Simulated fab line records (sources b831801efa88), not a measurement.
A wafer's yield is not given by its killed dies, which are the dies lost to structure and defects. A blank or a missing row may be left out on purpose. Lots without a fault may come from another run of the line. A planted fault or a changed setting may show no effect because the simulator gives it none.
Struck lot and sound lot, side by side | flow sfq_line | 19 out of 325 route steps
Sound: the wafers L204.2, L204.4, L204.5. Struck: wafers L215.1, L215.4, L215.5. At the end, the cause is stated.
At each step with rows: each side's tool, then ch and its chambers, then its first start. Under that, the readings that differ: sound wafers | struck wafers | difference of the means | sigmas: that difference in standard deviations of wafers without a fault.
alike: readings with means less than 2 such deviations apart, plus words and numbers identical on both sides. not compared: withheld readings, readings lacking a value on some wafer, bounds such as >300 that could conceal the same value, and numbers that have no deviation in the record and whose values overlap.
A row with sigmas, a row that says differs or no value, or rows on one side alone: a step with any of these is where the two part. Non-overlapping numbers with no deviation appear without sigmas and do not part them. A reading that every wafer of one side lacks parts them only if that side has two wafers or more.

first, 2 steps without rows for these wafers: SFQ_TRILAYER_JJ_CE_LITHO_PEB_117 (peb time 60 s); SFQ_TRILAYER_JJ_CE_LITHO_DEVELOP_116 (time 60 s).
SFQ_JJ_OVL_MEAS_931:
  sound: overlay-01 at day 50 21:51; struck: overlay-02 at day 63 01:54
  alike: J5_OVL
SFQ_TRILAYER_JJ_CE_METRO_MEASURE_117:
  sound: cd_sem-01 at day 50 22:05; struck: cd_sem-02 at day 63 01:56
  alike: cd_nm
SFQ_TRILAYER_JJ_CE_BARC_OPEN_RIE_150: chemistry O2, target BARC, target depth 240 nm, time 80 s.
  sound on rie_metal-02 ch 0,1, day 50 23:05; struck on rie_metal-02 ch 1, day 63 03:08
  alike: drypump_motor_current_A, he_backside_leak_sccm, oes_product_au
  not compared: rf_hours_counter_h
SFQ_TRILAYER_JJ_CE_ETCH_RIE_118: chemistry SF6, target Nb, stops on Al2O3, time 97.7 s, target depth 170 nm.
  sound on rie_metal-02 ch 0,1, day 50 23:10; struck on rie_metal-02 ch 1, day 63 03:13
  alike: drypump_motor_current_A, he_backside_leak_sccm, oes_product_au
  not compared: rf_hours_counter_h
following that, these wafers have no rows for 1 step: SFQ_TRILAYER_JJ_ANODIZE_ANODIZE_119.
SFQ_TRILAYER_JJ_CE_STRIP_STRIP_120: strips in O2.
  sound on rie_metal-04 ch 0,1, day 50 23:47; struck on rie_metal-02 ch 0,1, day 63 03:50
  alike: drypump_motor_current_A, he_backside_leak_sccm, oes_product_au
  not compared: rf_hours_counter_h
then, 4 steps without rows for these wafers: SFQ_TRILAYER_JJ_CE_STRIP_SOLV_CLEAN_121 (cleans in NMP, time 600 s); SFQ_TRILAYER_M5_LITHO_COAT_128 (resist thk 62 nm); SFQ_TRILAYER_M5_LITHO_COAT_123 (resist thk 600 nm); SFQ_TRILAYER_M5_LITHO_SOFTBAKE_127.
-- the record jumps here: 4 days lie between the struck wafers' starts before and after --
SFQ_TRILAYER_M5_LITHO_EXPOSE_124: exposes mask M5, target cd 700 nm.
  sound on krf_scanner-02 ch 0, day 51 06:13; struck on krf_scanner-02 ch 0, day 67 10:18
  reading              | sound                | struck               | difference | sigmas
  exposure_dose_mJ_cm2 | 14.408 14.413 14.396 | 15.358 15.367 15.352 | +0.953     | +60
  alike: mask
then, 2 steps without rows for these wafers: SFQ_TRILAYER_M5_LITHO_PEB_126 (peb time 60 s); SFQ_TRILAYER_M5_LITHO_DEVELOP_125 (time 60 s).
SFQ_M5_OVL_MEAS_932:
  sound: overlay-02 at day 51 07:31; struck: overlay-02 at day 67 11:48
  alike: M5_OVL
SFQ_TRILAYER_M5_BARC_OPEN_METAL_ETCH_161: etches BARC in O2, target depth 125 nm, time 41.7 s.
  sound on rie_metal-01 ch 0,1, day 51 07:33; struck on rie_metal-04 ch 0,1, day 67 11:50
  reading             | sound             | struck            | difference | sigmas
  model.M5.cd_nm (nm) | 699.9 697.4 700.4 | 692.9 693.7 691.2 | -6.6       |
  alike: drypump_motor_current_A, he_backside_leak_sccm, oes_product_au
  not compared: rf_hours_counter_h
SFQ_TRILAYER_M5_ETCH_METAL_ETCH_126: etches Nb in Cl2/BCl3, stops on SiO2, time 203.2 s, target depth 265 nm.
  sound on rie_metal-01 ch 0,1, day 51 07:37; struck on rie_metal-04 ch 0,1, day 67 11:53
  reading             | sound           | struck            | difference | sigmas
  model.M5.cd_nm (nm) | 698 695.7 698.7 | 691.2 691.3 690.6 | -6.4       |
  alike: drypump_motor_current_A, he_backside_leak_sccm, oes_product_au
  not compared: rf_hours_counter_h
SFQ_TRILAYER_M5_STRIP_STRIP_127: strips in O2.
  sound on rie_metal-01 ch 0,1, day 51 07:49; struck on rie_metal-04 ch 0,1, day 67 12:05
  alike: drypump_motor_current_A, he_backside_leak_sccm, oes_product_au
  not compared: rf_hours_counter_h

## WHERE THEY PART
At SFQ_TRILAYER_M5_LITHO_EXPOSE_124 and nowhere else, as far as this record goes. Later steps at which nothing parts them and some readings are alike: SFQ_M5_OVL_MEAS_932, SFQ_TRILAYER_M5_BARC_OPEN_METAL_ETCH_161, SFQ_TRILAYER_M5_ETCH_METAL_ETCH_126, SFQ_TRILAYER_M5_STRIP_STRIP_127.

WHY: what had been put in by the simulator
Process parameters drifting: krf_scanner-02 at SFQ_TRILAYER_M5_LITHO_EXPOSE_124, beginning at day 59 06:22. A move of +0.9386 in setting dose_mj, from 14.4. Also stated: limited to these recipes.
